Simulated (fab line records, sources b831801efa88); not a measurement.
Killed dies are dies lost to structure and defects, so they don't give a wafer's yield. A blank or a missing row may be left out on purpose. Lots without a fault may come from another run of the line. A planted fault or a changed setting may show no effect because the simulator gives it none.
fab line records | flow sky130
record lots=5 wafers=15 last_day=50
route steps=708 shown POLY_GATE@218 PAD_OPEN@708
lots that met no fault: from a run of the same line without faults
start_h: hours from the record's first day to the start of the lot's first wafer shown | wait_h: hours since the lot's step before | " the same as in the row above | L1.1+2: a row that stands for several wafers | - no value, or no start given | * or withheld: withheld | < > ~ a bound
route shown NAME@n: a module of which the file shows steps, and the number in the route of the first | usual: mean/standard deviation of fault-free wafers | same: alike in all rows | chamber/n: place in a boat | sites: the reading at each site | _std_site: their standard deviation | _edge_site: outer sites' mean less inner sites' | radius_mm: how far each site lies from the wafer's centre | mask NAME#n: copy n | behind: the tool/chamber that last shaped the wafer | hold: why the lot was held/for how many hours/how that ended | device: the transistor (n, p or np) that didn't switch | end of line: the same wafers' tests at the end of the route | a step without rows: its recipe alone | killed: dies lost to structure and defects at the first sort, not the wafer's yield | map: a wafer's dies, x killed, . not, _ none there
set.NAME: the setting as run; set.NAME@STEP: as run at that earlier step | model.NAME: the simulator's own value behind a step, which no gauge read
lots at some steps of the route; a table a step, a row a wafer
services: from which hour (start_h, from the record's first day; less than 0 if before it) a tool's chamber was out of use, for how many hours, and why
## steps
# step SKY_POLY_GATE_THK_MEAS_04
# recipe reads=Si3N4_of_POLY_GATE_CVD_03
# usual POLY_GATE_CVD_03_THK=74.7/0.7
# columns lot.wafer tool chamber start_h wait_h POLY_GATE_CVD_03_THK[nm]
L900.1 film_metro-02 - 393.41 0.0 74.6
L900.2 " - " " 74.3
L900.3 " - " " 75.2
L899.2 film_metro-04 - 393.42 0.0 75.6
L899.5 " - " " 76.1
L899.6 " - " " 75.2
L911.2 film_metro-04 - 497.36 0.0 74.6
L911.3 " - " " 75.2
L911.4 " - " " 75.2
L913.2 film_metro-02 - 515.56 0.0 73.5
L913.3 " - " " 74.0
L913.4 " - " " 74.1
L917.1 film_metro-02 - 540.81 0.0 75.3
L917.2 " - " " 74.9
L917.3 " - " " 74.4
# step SKY_POLY_GATE_DEHYDRATE_05
# recipe temp_c=200 time_s=60
# step SKY_POLY_GATE_HMDS_06
# recipe prime_time_s=60 prime_temp_c=120
# step SKY_POLY_GATE_COAT_07
# recipe resist=BARC temp_c=withheld time_s=withheld spin_rpm=3000 resist_thk_nm=110
# step SKY_POLY_GATE_COAT_08
# recipe resist=KrF-thick spin_rpm=3000 resist_thk_nm=450
# step SKY_POLY_GATE_SOFTBAKE_09
# recipe temp_c=100 time_s=90 resist=KrF-thick
# step SKY_POLY_GATE_EXPOSE_10
# recipe mask_id=P1M na=0.68 source_shape=conventional sigma_outer=0.6 target_cd_nm=150 dose_mj=28
# step SKY_POLY_GATE_PEB_11
# recipe peb_temp_c=withheld peb_time_s=withheld resist=KrF-thick
# step SKY_POLY_GATE_DEVELOP_12
# recipe develop_time_s=60 resist=KrF-thick dev_temp_c=21
# step SKY_POLY_GATE_CD_MEAS_13
# recipe target_cd_nm=150
# usual cd_nm=150.3/1.5
# columns lot.wafer tool chamber start_h wait_h cd_nm
L899.2 cd_sem-02 - 423.16 - 152.2
L899.5 " - " " 152.5
L899.6 " - " " 152.2
L900.1 cd_sem-01 - 423.43 - 150.4
L900.2 " - " " 150.9
L900.3 " - " " 151.7
L911.2 cd_sem-01 - 527.76 - 147.2
L911.3 " - " " 146.0
L911.4 " - " " 148.1
L913.2 cd_sem-01 - 546.11 - 150.5
L913.3 " - " " 151.7
L913.4 " - " " 151.0
L917.1 cd_sem-01 - 570.58 - 150.8
L917.2 " - " " 150.7
L917.3 " - " " 150.9
# step SKY_POLY_GATE_OVL_MEAS_14
# usual POLY_GATE_OVL=-1/6.1
# columns lot.wafer tool chamber start_h wait_h POLY_GATE_OVL[nm]
L899.2 overlay-01 - 423.26 0.1 -7
L899.5 " - " " -8
L899.6 " - " " -8
L900.1 overlay-02 - 423.55 0.1 -5
L900.2 " - " " -8
L900.3 " - " " -2
L911.2 overlay-01 - 527.86 0.1 5
L911.3 " - " " -2
L911.4 " - " " 9
L913.2 overlay-02 - 546.21 0.1 -2
L913.3 " - " " 7
L913.4 " - " " 8
L917.1 overlay-02 - 570.70 0.1 1
L917.2 " - " " -6
L917.3 " - " " -2
# step SKY_POLY_GATE_ETCH_15
# recipe chemistry=N2/H2 target=BARC ion_energy_ev=200 source_w=500 bias_w=100 pressure_mtorr=30 n2_flow_sccm=100 h2_flow_sccm=200 stop_on=SiO2 time_s=118.5 target_depth_a=1100
# usual bias_w=99.96/0.28 drypump_motor_current_A=5.7/0.5 h2_flow_sccm=200.1/0.56 n2_flow_sccm=100.04/0.27 oes_product_au=0.716/0.0044 throttle_valve_pct=13.211/0.0093
# columns lot.wafer tool chamber start_h wait_h bias_w drypump_motor_current_A h2_flow_sccm n2_flow_sccm oes_product_au rf_hours_counter_h throttle_valve_pct
L899.2 rie_diel-01 1 423.29 0.0 99.74 6.2 199.3 100.23 0.724 51 13.209
L899.5 " 3 " " 99.51 5.2 200.1 99.88 0.722 - 13.233
L899.6 " 0 " " 100.00 5.7 199.7 99.95 0.711 - 13.225
L900.1 rie_diel-03 3 423.59 0.0 100.11 5.0 200.9 100.21 0.716 27 13.207
L900.2 " 1 " " 99.71 5.1 200.8 99.94 0.716 0 13.199
L900.3 " 2 " " 99.67 6.1 200.7 100.62 0.716 94 13.230
L911.2 rie_diel-03 2 527.89 0.0 99.65 6.0 200.1 99.90 0.718 1 13.215
L911.3 " 3 " " 99.90 5.0 200.7 99.88 0.712 28 13.211
L911.4 " 1 " " 100.83 5.0 199.6 100.28 0.718 2 13.217
L913.2 rie_diel-01 1 546.24 0.0 99.93 6.2 199.7 100.11 0.719 53 13.209
L913.3 " 0 " " 99.98 5.7 200.6 99.71 0.711 25 13.203
L913.4 " 3 " " 100.19 5.2 201.3 100.32 0.713 9 13.204
L917.1 rie_diel-04 0 570.74 0.0 100.15 5.7 199.6 99.76 0.718 4 13.216
L917.2 " 3 " " 99.98 6.0 199.8 100.12 0.721 50 13.215
L917.3 " 2 " " 99.74 6.4 199.9 99.84 0.715 36 13.208
# step SKY_POLY_GATE_ETCH_16
# recipe stop_on=poly-Si chemistry=CH3F/O2 target=Si3N4 source_w=400 bias_w=80 pressure_mtorr=25 ch3f_flow_sccm=40 O2_flow_sccm=30 time_s=147.5 target_depth_a=750
# usual bias_w=80.01/0.24 drypump_motor_current_A=5.7/0.5 oes_product_au=0.639/0.0053 throttle_valve_pct=10.533/0.0086
# columns lot.wafer tool chamber start_h wait_h bias_w drypump_motor_current_A oes_product_au rf_hours_counter_h throttle_valve_pct model.KrF-thick_of_POLY_GATE_COAT_08.thk_nm model.poly-Si_of_POLY_GATE_CVD_00.thk_nm
L899.2 rie_diel-01 1 423.38 0.0 80.05 6.2 0.641 51 10.538 234.8 177.8
L899.5 " 3 " " 80.67 5.2 0.648 - 10.523 240.8 177
L899.6 " 0 " " 80.39 5.7 0.643 - 10.523 239.2 179.1
L900.1 rie_diel-03 3 423.67 0.0 79.74 5.0 0.644 27 10.549 231.2 179.9
L900.2 " 1 " " 80.11 5.0 0.642 0 10.531 233.8 179.7
L900.3 " 2 " " 80.61 6.0 0.633 94 10.536 235.6 179.7
L911.2 rie_diel-03 2 527.97 0.0 80.39 6.0 0.646 1 10.535 235.5 180.2
L911.3 " 3 " " 115.69 5.0 0.642 29 10.535 219.1 177.2
L911.4 " 1 " " 80.27 5.0 0.644 2 10.531 238.6 180.8
L913.2 rie_diel-01 1 546.32 0.0 80.07 6.2 0.628 53 10.525 234.1 180.3
L913.3 " 0 " " 80.01 5.7 0.633 25 10.532 241.4 181.6
L913.4 " 3 " " 79.82 5.2 0.632 9 10.545 237.4 182.3
L917.1 rie_diel-04 0 570.82 0.0 80.01 5.7 0.642 4 10.551 238.5 179.7
L917.2 " 3 " " 80.32 6.0 0.638 51 10.548 237.7 180.1
L917.3 " 2 " " 80.10 6.4 0.637 36 10.536 230.3 180.7
# step SKY_POLY_GATE_ETCH_17
# recipe target_depth_nm=180 stop_on=SiO2 over_etch_frac=0.56667 chemistry=HBr/Cl2 target=poly-Si icp_w=400 bias_w=100 pressure_mtorr=10 HBr_flow_sccm=150 Cl2_flow_sccm=50 time_s=70.5
# usual bias_w=100.02/0.3 drypump_motor_current_A=5.8/0.59 oes_product_au=0.987/0.0094 throttle_valve_pct=33.686/0.0088
# columns lot.wafer tool chamber start_h wait_h bias_w drypump_motor_current_A oes_product_au rf_hours_counter_h throttle_valve_pct model.KrF-thick_of_POLY_GATE_COAT_08.thk_nm
L899.2 rie_si-02 1 423.47 0.0 100.00 5.5 0.989 60 33.686 138.8
L899.5 " 0 " " 100.37 5.7 0.982 - 33.702 149.6
L899.6 " 3 " " 99.58 6.8 0.989 - 33.701 143.3
L900.1 rie_si-01 0 423.77 0.0 99.91 5.2 0.986 7 33.673 136.4
L900.2 " 1 " " 100.01 5.7 0.974 46 33.683 140.7
L900.3 " 3 " " 100.15 5.3 0.997 0 33.684 138.3
L911.2 rie_si-01 0 528.07 0.0 100.30 5.2 1.000 7 33.688 140.1
L911.3 " 1 " " 99.88 5.8 0.982 47 33.698 126
L911.4 " 2 " " 99.54 6.6 0.982 6 33.675 145.5
L913.2 rie_si-01 3 546.42 0.0 100.36 5.3 0.989 1 33.677 138
L913.3 " 2 " " 100.30 6.6 0.989 6 33.675 148.2
L913.4 " 2 " " 100.12 6.6 0.990 - 33.673 143.8
L917.1 rie_si-01 3 570.92 0.0 99.58 5.3 1.002 1 33.687 142.1
L917.2 " 0 " " 100.32 5.1 0.999 7 33.687 140.9
L917.3 " 1 " " 99.70 5.7 0.992 0 33.694 136.9
# step SKY_POLY_GATE_STRIP_18
# recipe chemistry=O2/N2 power_w=1400 pressure_mtorr=1500 platen_temp_c=withheld o2_flow_sccm=3000 n2_flow_sccm=300 overash_fraction=0.5
# usual drypump_motor_current_A=6.1/0.38 n2_flow_sccm=300.2/1 oes_product_au=0.360/0.0046 strip_time_to_endpoint_s=3.17/0.048
# columns lot.wafer tool chamber start_h wait_h drypump_motor_current_A n2_flow_sccm oes_product_au rf_hours_counter_h strip_time_to_endpoint_s
L899.2 plasma_asher-04 1 423.53 0.0 6.3 302.4 0.364 74 3.16
L899.5 " 1 " " 6.3 300.8 0.367 - 3.28
L899.6 " 0 " " 6.3 299.3 0.362 - 3.19
L900.1 plasma_asher-04 1 423.83 0.0 6.3 301.7 0.353 75 3.13
L900.2 " 0 " " 6.3 300.1 0.365 75 3.17
L900.3 " 0 " " 6.2 300.4 0.349 - 3.14
L911.2 plasma_asher-04 0 528.13 0.0 6.2 300.5 0.360 86 3.17
L911.3 " 0 " " 6.2 298.9 0.353 - 3.02
L911.4 " 1 " " 6.3 300.4 0.370 - 3.24
L913.2 plasma_asher-02 1 546.48 0.0 5.7 300.0 0.360 31 3.16
L913.3 " 0 " " 5.6 300.3 0.371 - 3.26
L913.4 " 1 " " 5.7 299.7 0.356 - 3.23
L917.1 plasma_asher-02 0 570.98 0.0 5.6 300.2 0.354 34 3.19
L917.2 " 1 " " 5.6 300.6 0.367 34 3.19
L917.3 " 1 " " 5.7 301.3 0.361 - 3.13
# step SKY_POLY_GATE_CLEAN_19
# recipe chemistry=SC1/SC2 mix=1:4:20 temp_c=70 time_s=150 dry=n2_spin
# step SKY_PAD_OPEN_PROBE_99
# usual killed_at_M0_to_M3=42/7 killed_at_M4_up=3.2/1.6 killed_at_contacts=24/5.8 killed_at_front_end=16/4.3 killed_at_other=0.3/0.62 killed_dies=86/9.5 killed_open=46/6.4 killed_short=39/6.3
# same gross_dies=492 killed_at_back_side=0
# columns lot.wafer tool chamber start_h wait_h killed_at_M0_to_M3 killed_at_M4_up killed_at_contacts killed_at_front_end killed_at_other killed_dies killed_open killed_short
L913.2 prober-01 - 1187.22 0.1 41 2 21 12 0 76 49 27
L913.3 prober-01 - 1187.27 0.2 40 4 29 23 0 96 47 49
L913.4 prober-01 - 1187.32 0.2 43 4 31 17 2 97 47 50
L917.1 prober-01 - 1200.81 0.1 50 3 19 16 0 88 47 41
L917.2 prober-01 - 1200.86 0.1 46 6 17 22 0 91 44 47
L917.3 prober-01 - 1200.91 0.2 44 5 25 10 0 84 43 41
# killed by level:class
L913.2 VIA1:geometric_particle:open=12 CONTACT:geometric_particle:open=10 VIA3:geometric_particle:open=6 LI_CONTACT:geometric_particle:open=5 VIA2:geometric_particle:open=5 FIELD_ISO:geometric_particle:short=4 METAL1:geometric_particle:short=4 METAL2:geometric_particle:short=4
L913.3 VIA1:geometric_particle:open=12 CONTACT:geometric_particle:open=9 FIELD_ISO:geometric_particle:open=7 CONTACT:geometric_particle:short=7 POLY_GATE:geometric_particle:short=6 LI_CONTACT:geometric_particle:short=6 VIA1:geometric_particle:short=6 VIA3:geometric_particle:open=5
L913.4 CONTACT:geometric_particle:open=9 VIA1:geometric_particle:open=9 CONTACT:geometric_particle:short=8 VIA3:geometric_particle:open=7 LI_CONTACT:geometric_particle:open=5 FIELD_ISO:geometric_particle:short=5 LI_CONTACT:geometric_particle:short=5 METAL1:geometric_particle:short=5
L917.1 VIA2:geometric_particle:open=8 VIA1:geometric_particle:open=8 METAL2:geometric_particle:short=6 VIA1:geometric_particle:short=6 METAL1:geometric_particle:short=5 LI_CONTACT:geometric_particle:open=5 CONTACT:geometric_particle:open=5 CONTACT:geometric_particle:short=5
L917.2 METAL2:geometric_particle:short=13 VIA3:geometric_particle:open=8 CONTACT:geometric_particle:open=6 FIELD_ISO:geometric_particle:short=5 VIA1:geometric_particle:open=5 POLY_GATE:geometric_particle:short=5 LI_CONTACT:geometric_particle:open=5 FIELD_ISO:geometric_particle:open=4
L917.3 VIA1:geometric_particle:open=13 CONTACT:geometric_particle:open=11 CONTACT:geometric_particle:short=6 VIA3:geometric_particle:open=6 METAL1:geometric_particle:short=5 VIA1:geometric_particle:short=5 METAL4:geometric_particle:short=5 LOCAL_INTERCONNECT:geometric_particle:short=4
## services
# columns tool chamber start_h hours kind
rie_si-01 3 399.98 - clean
rie_si-01 3 399.98 20.9 scheduled_down
rie_si-01 3 399.98 20.9 vent_cycle
rie_si-02 - 408.12 0.5 repair
rie_diel-04 3 408.75 7.0 repair
rie_si-02 0 412.54 1.0 repair
rie_diel-01 - 422.31 0.5 repair
plasma_asher-02 - 431.04 8.5 pm
rie_diel-03 0 434.71 - clean
rie_diel-03 0 434.71 25.0 scheduled_down
rie_diel-03 0 434.71 25.0 vent_cycle
rie_diel-04 - 451.50 4.7 repair
rie_diel-04 3 474.43 4.3 repair
rie_diel-03 2 475.05 - clean
rie_diel-03 2 475.05 20.2 scheduled_down
rie_si-02 - 476.81 0.1 repair
rie_si-02 1 482.46 3.9 repair
rie_diel-01 - 492.51 0.6 repair
rie_si-01 1 495.56 3.8 repair
rie_diel-03 2 535.22 2.5 repair
rie_diel-04 1 545.14 20.7 repair
rie_si-01 0 549.87 9.1 repair
rie_diel-03 3 551.63 9.8 repair
rie_diel-01 - 563.56 0.3 repair
## key
first_sign step=SKY_POLY_GATE_ETCH_16 reading=bias_w direction=up sigmas=99+ usual=80.01 struck=115.69
effect step=SKY_POLY_GATE_STRIP_18 reading=strip_time_to_endpoint_s direction=down sigmas=3.1 usual=* struck=*
model_effect step=SKY_POLY_GATE_ETCH_16 value=KrF-thick_of_POLY_GATE_COAT_08.thk_nm without=235.2 struck=219.1
model_effect step=SKY_POLY_GATE_ETCH_17 value=KrF-thick_of_POLY_GATE_COAT_08.thk_nm without=142.1 struck=126
met_at SKY_POLY_GATE_ETCH_16
struck_wafers L911.3
tester_left_out L911
onset_between 423.67 527.97
fault kind=process_parameter_drift tool=rie_diel-03 chamber=3 onset_h=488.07 steps=SKY_POLY_GATE_ETCH_16 channel=bias_w offset=35.634 shape=step end_h=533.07 acts_in=these_recipes_only stated=80
# tester_left_out: of these lots the tester's yield and bins aren't shown, on N5 and GAA mostly nor the transistor test; their killed dies are dies lost to structure and defects alone, not to doping, threshold or leakage, so they don't give the yield
